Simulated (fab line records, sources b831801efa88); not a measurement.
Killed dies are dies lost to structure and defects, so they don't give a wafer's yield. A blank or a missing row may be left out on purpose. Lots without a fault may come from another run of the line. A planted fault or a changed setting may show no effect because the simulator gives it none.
A struck lot beside a sound one | flow gf180mcu | 19 steps out of a route of 602
Sound: wafers L125.1, L125.3, L125.6. Struck: wafers L135.3, L135.4, L135.6. The cause comes at the end.
At each step with rows: each side's tool, then ch and its chambers, then its first start. Under that, the readings that differ: sound wafers | struck wafers | difference of the means | sigmas: that difference in standard deviations of wafers without a fault.
alike: readings whose means differ by less than 2 such deviations, and words and numbers that are the same on both sides. not compared: withheld readings, readings that some wafer has no value for, bounds like >300 that may hide the same value, and numbers for which the record gives no deviation and whose values overlap.
The two part at a step that has a row with sigmas, a row that says differs or no value, or rows on one side only. Numbers that don't overlap but have no deviation are shown without sigmas and don't part them. A reading that every wafer of one side lacks parts them only if that side has two wafers or more.

first, 3 steps without rows for these wafers: GF_HV_LDD_EXPOSE_16 (exposes mask Pplus LV AREA, target cd 400 nm); GF_HV_LDD_PEB_17; GF_HV_LDD_DEVELOP_18 (develop time 60 s).
GF_HV_LDD_CD_MEAS_19: target cd 400 nm.
  sound on cd_sem-01, day 13 06:44; struck on cd_sem-02, day 16 12:55
  reading    | sound       | struck      | difference | sigmas
  cd_nm (nm) | 395 396 395 | 403 403 403 | +8         | +2
GF_HV_LDD_OVL_MEAS_20:
  sound on overlay-01, day 13 06:51; struck on overlay-02, day 16 13:01
  alike: HV_LDD_01_OVL
then, 1 step without rows for these wafers: GF_HV_LDD_IMPLANT_21.
GF_HV_LDD_STRIP_22: strips in O2/N2.
  sound on plasma_asher-03 ch 0,1, day 13 07:02; struck on plasma_asher-03 ch 0,1, day 16 13:13
  alike: drypump_motor_current_A, heater_power_w, o2_flow_sccm, oes_product_au, strip_time_to_endpoint_s
  not compared: rf_hours_counter_h
GF_HV_LDD_TW_MEAS_23:
  sound on film_metro-03, day 13 07:08; struck on film_metro-04, day 16 13:18
  alike: HV_LDD_2_TW
then, 4 steps without rows for these wafers: GF_HV_LDD_DEHYDRATE_24 (time 60 s); GF_HV_LDD_HMDS_25 (prime time 60 s); GF_HV_LDD_COAT_26 (resist thk 1000 nm); GF_HV_LDD_SOFTBAKE_27 (time 60 s).
GF_HV_LDD_EXPOSE_28: exposes mask Nplus HV AREA, target cd 400 nm.
  sound on iline_stepper-02 ch 0, day 13 17:08; struck on iline_stepper-02 ch 0, day 17 00:16
  reading                        | sound                      | struck            | difference | sigmas
  model.HV_LDD.overlay_x_nm (nm) | -0.01741 -0.01741 -0.01741 | 107.4 107.4 107.4 | +107.4     |
  alike: mask, exposure_dose_mJ_cm2
then, 2 steps without rows for these wafers: GF_HV_LDD_PEB_29; GF_HV_LDD_DEVELOP_30 (develop time 60 s).
GF_HV_LDD_CD_MEAS_31: target cd 400 nm.
  sound on cd_sem-01, day 14 03:38; struck on cd_sem-01, day 17 11:10
  alike: cd_nm
GF_HV_LDD_OVL_MEAS_32:
  sound on overlay-01, day 14 03:45; struck on overlay-01, day 17 11:16
  reading            | sound        | struck            | difference | sigmas
  HV_LDD_02_OVL (nm) | 0.1 1.0 -0.4 | 107.4 107.7 108.0 | +107.5     | +83
then, 1 step without rows for these wafers: GF_HV_LDD_IMPLANT_33.
-- the record jumps here: 16 days lie between the struck wafers' starts before and after (it left off in module HV_LDD and takes up again in module PASSIVATION, whose first step shown is number 602 of the route) --
GF_PASSIVATION_PROBE_99:
  the record has rows for the struck wafers here (prober-01, day 33 21:58) and none for the sound ones

WHERE THEY PART
First at GF_HV_LDD_CD_MEAS_19; last, within this record, at GF_PASSIVATION_PROBE_99.

WHY: what the simulator had put in
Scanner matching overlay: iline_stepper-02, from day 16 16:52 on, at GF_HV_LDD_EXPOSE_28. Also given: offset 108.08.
